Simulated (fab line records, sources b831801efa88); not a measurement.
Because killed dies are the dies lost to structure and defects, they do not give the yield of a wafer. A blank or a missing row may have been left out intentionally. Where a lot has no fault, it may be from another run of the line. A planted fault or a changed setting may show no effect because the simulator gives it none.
Matching of chambers | flow gf180mcu | GF_V5_ETCH_16 on rie diel-02: 4 sister chambers
The step etches BARC in N2/H2. 8 wafers are shown with their chamber, then 7 later ones without.

WAFERS, EACH WITH ITS CHAMBER
wafer  | chamber | drypump motor current A (A) | rf fwd power W (W)
L078.1 | 1       | 5.6                         | 493.7
L078.4 | 0       | 5.6                         | 494.5
L082.2 | 0       | 5.6                         | 494.8
L082.5 | 3       | 6.6                         | 492.4
L086.4 | 1       | 5.5                         | 493.7
L086.6 | 2       | 5.2                         | 497.8
L088.2 | 2       | 5.3                         | 495.6
L088.3 | 3       | 6.6                         | 489.8

WAFERS MISSING THEIR CHAMBER
wafer  | drypump motor current A (A) | rf fwd power W (W)
L088.5 | 5.7                         | 497.8
L094.1 | 6.5                         | 491.5
L094.2 | 5.6                         | 493.7
L094.6 | 5.6                         | 493.6
L096.2 | 5.6                         | 495.5
L096.3 | 5.6                         | 491.7
L096.4 | 6.5                         | 491.1

WHICH CHAMBER EACH ONE RAN IN
wafer  | from the rows above     | in truth
L088.5 | can't be placed: 0 or 1 | 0
L094.1 | 3                       | 3
L094.2 | can't be placed: 0 or 1 | 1
L094.6 | can't be placed: 0 or 1 | 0
L096.2 | can't be placed: 0 or 1 | 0
L096.3 | can't be placed: 1 or 0 | 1
L096.4 | 3                       | 3
Placed correctly: 2 of 7. From these rows, 5 cannot be placed; in 5 the true chamber is one of the candidates. Wrongly placed: 0.
How it was worked out, from the rows above alone: a wafer's distance from a chamber is the root of the sum, over the readings, of the square of ((its reading less the chamber's mean) divided by the reading's scatter). If the next closest chamber is less than 2 further off than the closest, the wafer can't be placed; otherwise it belongs to the closest. Each chamber's mean is taken over the wafers shown for it. The scatter is the square root of a quotient: the sum, over the shown wafers, of each reading's squared deviation from its chamber's mean, divided by wafers minus chambers.
